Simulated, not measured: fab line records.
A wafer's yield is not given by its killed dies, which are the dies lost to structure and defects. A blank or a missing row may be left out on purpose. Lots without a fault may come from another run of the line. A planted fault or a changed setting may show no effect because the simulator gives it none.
One fault seen from 2 desks + flow sky130 + only its own numbers are on each desk; what lay behind them is given at the end

== AT THE METROLOGY DESK ==
Means of the sampled wafers that have a number, per lot and without regard to the tool the lot ran on: this is what the gauges read. A lot is out of limits, marked OUT, if its mean lies more than 4 standard deviations from the usual mean; the brackets give that distance.
Columns: A = VIA2_W_RS at SKY_VIA2_RS_MEAS_22, usual 0.273 ohm/sq; B = VIA2_W_THK at SKY_VIA2_THK_MEAS_23, usual 412 nm
| lot  | first seen here | A     | B   |
|------|-----------------|-------|-----|
| L942 | day 37 11:16    | 0.273 | 407 |
| L943 | day 37 19:07    | 0.273 | 409 |
| L951 | day 40 03:23    | 0.272 | 419 |
| L952 | day 40 08:33    | 0.273 | 403 |
| L953 | day 40 12:56    | 0.277 | 412 |
| L956 | day 41 06:01    | 0.277 | 411 |
| L957 | day 41 17:55    | 0.273 | 411 |
This desk's verdict: no lot among the 7 shows anything out of limits.

== AT THE TOOL OWNER'S DESK: pvd_sputter-03 ==
The tool's own readings at SKY_METAL3_SPUTTER_01 (material TiN, target thk 20 nm, time 16.7 s): means of the sampled wafers that have a number, for each lot that ran on this tool. A lot is out of limits, marked OUT, if its mean lies more than 4 standard deviations from the usual mean; the brackets give that distance.
Columns: A = cathode_dc_power_W at SKY_METAL3_SPUTTER_01, usual 6500.2 W; B = chamber_pressure_pa at SKY_METAL3_SPUTTER_01, usual 0.4000 Pa; C = throttle_valve_pct at SKY_METAL3_SPUTTER_01, usual 29.9 %
| lot  | first seen here | A      | B      | C    |
|------|-----------------|--------|--------|------|
| L943 | day 37 19:36    | 6500.1 | 0.4008 | 29.4 |
| L957 | day 41 18:25    | 6500.2 | 0.4000 | 30.0 |
This desk's verdict: no lot among the 2 shows anything out of limits.

== BROUGHT TOGETHER ==
At the metrology desk, nothing out of limits was observed.
The tool owner's desk saw nothing out of limits.

== WHAT THE SIMULATOR HAD INSERTED ==
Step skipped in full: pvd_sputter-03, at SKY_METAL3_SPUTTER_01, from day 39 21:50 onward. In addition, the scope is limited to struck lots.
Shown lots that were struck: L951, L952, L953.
